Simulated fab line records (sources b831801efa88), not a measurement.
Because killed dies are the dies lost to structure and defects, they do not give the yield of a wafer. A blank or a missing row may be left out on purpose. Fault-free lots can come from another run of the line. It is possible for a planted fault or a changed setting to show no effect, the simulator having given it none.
2 desks, one fault -- flow gf180mcu -- what lay behind the numbers comes last; until then each desk has only its own

## THE METROLOGY DESK
Lot by lot, what the gauges showed, no matter which tool ran the lot: averages of those sampled wafers that carry a number. A lot is out of limits, marked OUT, if its mean lies more than 4 standard deviations from the usual mean; the brackets give that distance.
Columns: A = cd_nm at GF_NSD_CD_MEAS_07, usual 399.5 nm; B = cd_nm at GF_V3_CD_MEAS_14, usual 259.9 nm
lot,first seen here,A,B
L699,day 13 10:38,400.8,260.6
L700,day 13 16:50,401.8,260.2
L701,day 14 02:48,397.6,259.1
L703,day 14 19:29,399.9,257.5
L705,day 15 09:00,399.9,259.4
L706,day 15 22:05,397.3,260.1
L707,day 16 08:42,401.8,260.4
L711,day 17 16:20,373.5 (-12) OUT,261.0
L712,day 18 01:10,370.3 (-14) OUT,259.6
L713,day 18 04:00,377.0 (-11) OUT,259.0
L714,day 18 19:09,386.4 (-6.3) OUT,259.6
L717,day 19 17:10,402.4,259.5
L719,day 20 09:52,396.6,260.2
L722,day 21 11:15,397.5,258.1
Finding of this desk: L711, L712, L713, L714 out of limits; the first was L711 at day 17 16:20, on cd_nm at GF_NSD_CD_MEAS_07. Within limits: L699, L700, L701, L703, L705, L706, L707, L717, L719, L722.

## FOR THE TOOL OWNER'S DESK: iline_stepper-02
The tool's own readings at GF_NSD_EXPOSE_04 (exposes mask Nplus, target cd 400 nm): means of the sampled wafers that have a number, for each lot that ran on this tool. A lot is out of limits, marked OUT, if its mean lies more than 4 standard deviations from the usual mean; the brackets give that distance.
Columns: A = exposure_dose_mJ_cm2 at GF_NSD_EXPOSE_04, usual 139.91
lot,first seen here,A
L699,day 13 00:29,140.13
L700,day 13 06:56,140.13
L707,day 15 22:02,139.95
L711,day 17 04:41,127.27 (-79) OUT
L712,day 17 13:37,127.25 (-79) OUT
L713,day 17 16:25,129.67 (-64) OUT
L714,day 18 06:58,133.25 (-42) OUT
Finding of this desk: L711, L712, L713, L714 out of limits; the first was L711 at day 17 04:41, on exposure_dose_mJ_cm2 at GF_NSD_EXPOSE_04. Within limits: L699, L700, L707.

## PUT TOGETHER
On L711, L712, L713, L714, at day 17 04:41, an alarm was possible from the tool owner's desk.
An alarm was possible from the metrology desk at day 17 16:20, on L711, L712, L713, L714.
GF_NSD_EXPOSE_04 was run on iline_stepper-02 by each of the lots named.

## WHAT HAD BEEN PUT IN BY THE SIMULATOR
Drift in process parameters on iline_stepper-02 at GF_NSD_EXPOSE_04, starting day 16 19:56. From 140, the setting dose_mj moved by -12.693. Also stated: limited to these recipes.
Struck lots among those shown: L711, L712, L713, L714.
Time in hours from fault onset to the first out-of-limits reading at each desk: tool owner's desk 9, metrology desk 20.
